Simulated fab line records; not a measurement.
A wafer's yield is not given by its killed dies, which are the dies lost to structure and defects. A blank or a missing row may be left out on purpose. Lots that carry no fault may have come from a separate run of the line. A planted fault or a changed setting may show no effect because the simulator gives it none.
A struck lot beside a sound one | flow gf180mcu | 14 out of 602 route steps
Sound: the wafers L928.1, L928.4, L928.5. The struck wafers were L934.1, L934.2, L934.6. Last of all comes the cause.
Each step with rows lists, per side, the tool, then ch with its chambers, then its first start. Under that, the readings that differ: sound wafers | struck wafers | difference of the means | sigmas: that difference in standard deviations of wafers without a fault.
alike: a reading whose means differ by less than 2 such deviations, as well as words and numbers matching on both sides. not compared: withheld readings; readings where some wafer has no value; bounds like >300 that might hide an equal value; numbers whose values overlap and for which the record gives no deviation.
A row with sigmas, a row that says differs or no value, or rows on one side alone: a step with any of these is where the two part. Numbers that have no deviation but don't overlap get no sigmas and don't part them. A reading that every wafer of one side lacks parts them only if that side has two wafers or more.

first, 2 steps without rows for these wafers: GF_M5_CLEAN_13 (cleans in DIW); GF_V5_CVD_00 (deposits SiO2, target thk 300 nm, time 50 s).
GF_V5_THK_MEAS_01:
  sound on film-metro-01, day 27 02:06; struck on film-metro-04, day 28 23:43
  alike: V5_CVD_00_THK
GF_V5_CVD_02: deposits SiO2 from TEOS, target thk 1450 nm, time 163.28 s.
  sound on pecvd-01 ch 0,1,2, day 27 02:10; struck on pecvd-01 ch 1,2, day 28 23:46
  alike: heater-power-w
GF_V5_THK_MEAS_03:
  sound on film-metro-02, day 27 02:16; struck on film-metro-02, day 28 23:52
  alike: V5_CVD_02_THK
GF_V5_CMP_04: polishes SiO2.
  sound on cmp-01 ch 1,2,3, day 27 02:20; struck on cmp-01 ch 2,3, day 28 23:56
  alike: edge-zone-pressure-frac, motor-current-A
GF_V5_BOW_MEAS_05:
  sound on film-metro-02, day 27 02:38; struck on film-metro-01, day 29 00:14
  alike: V5_BOW
then, 5 steps without rows for these wafers: GF_V5_DEHYDRATE_06 (time 60 s); GF_V5_HMDS_07 (prime time 60 s); GF_V5_COAT_08; GF_V5_COAT_09 (resist thk 1000 nm); GF_V5_SOFTBAKE_10 (time 60 s).
GF_V5_EXPOSE_11: exposes mask Via5, target cd 260 nm.
  sound on krf-scanner-01 ch 0, day 27 13:15; struck on krf-scanner-01, day 29 10:14
  no value came back on the struck wafers for exposure-dose-mJ-cm2, focus-offset-nm (nm); on the sound wafers exposure-dose-mJ-cm2 reads 37.94 37.94 37.91
  alike: mask
then, 1 step without rows for these wafers: GF_V5_PEB_12 (peb time 90 s).

## WHERE THEY PART
Within this record, at GF_V5_EXPOSE_11 only.

WHY: the cause the simulator had injected
Entire step skipped (krf-scanner-01, GF_V5_EXPOSE_11), from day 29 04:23 onward. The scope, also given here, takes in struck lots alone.
